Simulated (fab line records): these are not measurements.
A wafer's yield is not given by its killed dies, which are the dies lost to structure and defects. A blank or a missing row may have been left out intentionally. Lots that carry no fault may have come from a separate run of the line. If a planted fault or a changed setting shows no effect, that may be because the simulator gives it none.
Problem report in the 8D (eight disciplines) form, filled by code || flow gf180mcu || the parts of the form that need people (team, actions taken, sign-off) are left out

== 1. WHAT WENT WRONG ==
Mean of chamberPressurePa at GF_M4_SPUTTER_00: 2.096 Pa across 6 wafers in 2 lots; on wafers with no fault it is 1.999 Pa (standard deviation 0.0036). Measured from the usual mean, that is +27 standard deviations.
The step: material Ti, target thk 37.5 nm, time 150 s.
First observed at day 26 07:22: wafer L491.2, on pvdSputter-02. The record holds 18 wafers of 6 lots with a number at this step. The rule behind "out" and "out of limits": a value lying over 4 standard deviations away from the usual mean. The rest of the wafers with a number are treated as sound.

== 2. WHAT IT IS; WHAT IT IS NOT ==
{"question": "which readings at this step", "is": "chamberPressurePa", "is not": "throttleValvePct"}
{"question": "which lots", "is": "L491, L492", "is not": "L487, L499, L500, L501"}
{"question": "which wafers of those lots", "is": "all that have a number", "is not": "-"}
{"question": "read on which tools", "is": "pvdSputter-02", "is not": "pvdSputter-03, pvdSputter-04"}
{"question": "when", "is": "from day 26 07:22", "is not": "up to then (3 sound wafers); but 9 sound wafers of L499, L500, L501 came after"}

== 3. THE SUSPECTS, EACH WITH WHAT RULES IT OUT ==
Counting: a tool at a process step up to the reading stays a suspect if it ran every lot that is out and no sound lot after the first of them.
- plasmaAsher-03 at GF_V3_STRIP_18 (strips in O2/N2): ruled out as a lasting fault. The sound lots L500, L501 went through it after L491, its earliest lot that is out (day 26 06:05).
- pvdSputter-01 at GF_V3_SPUTTER_21 (material Ti, target thk 15 nm, time 80.02 s): kept. It processed each lot that is out, first L491 at day 26 06:40, and no sound lot thereafter; up to then, the last sound lot it processed was L487 at day 24 11:54.
- pvdSputter-02 at GF_M4_SPUTTER_00 (material Ti, target thk 37.5 nm, time 150 s): kept. It processed each lot that is out, first L491 at day 26 07:22, and no sound lot thereafter; up to then, the last sound lot it processed was L487 at day 24 12:35. Its own chamberPressurePa readings are out on those wafers.
Left after counting: pvdSputter-01 at GF_V3_SPUTTER_21, pvdSputter-02 at GF_M4_SPUTTER_00.

== 4. THE CAUSE (what the simulator had put in) ==
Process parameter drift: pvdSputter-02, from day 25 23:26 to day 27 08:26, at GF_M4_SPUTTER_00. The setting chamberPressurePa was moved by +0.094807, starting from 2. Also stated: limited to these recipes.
After counting, 2 suspects remain, this tool included.

== 5. SEQUENCE OF EFFECTS, ordered by route ==
Each row: a reading whose mean over the struck wafers that have a number lies more than 3 standard deviations from the usual. Only readings whose record carries a usual standard deviation are examined. hours: median over the lots of the time between each lot's start at the first step of this table that gives one and its start at this step. sigmas: the change, counted in usual standard deviations.
{"hours": 0, "step": "GF_M4_SPUTTER_00", "reading": "chamberPressurePa", "usual": "1.999 Pa", "on struck wafers": 2.096, "change": "+0.097", "sigmas": "+27"}
Process steps it contains:
- GF_M4_SPUTTER_00: material Ti, target thk 37.5 nm, time 150 s.

== 6. HOW IT WOULD HAVE BEEN CAUGHT EARLIER ==
8 hours passed between the start of the fault at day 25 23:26 and the first reading out of limits in this record, taken at day 26 07:22.
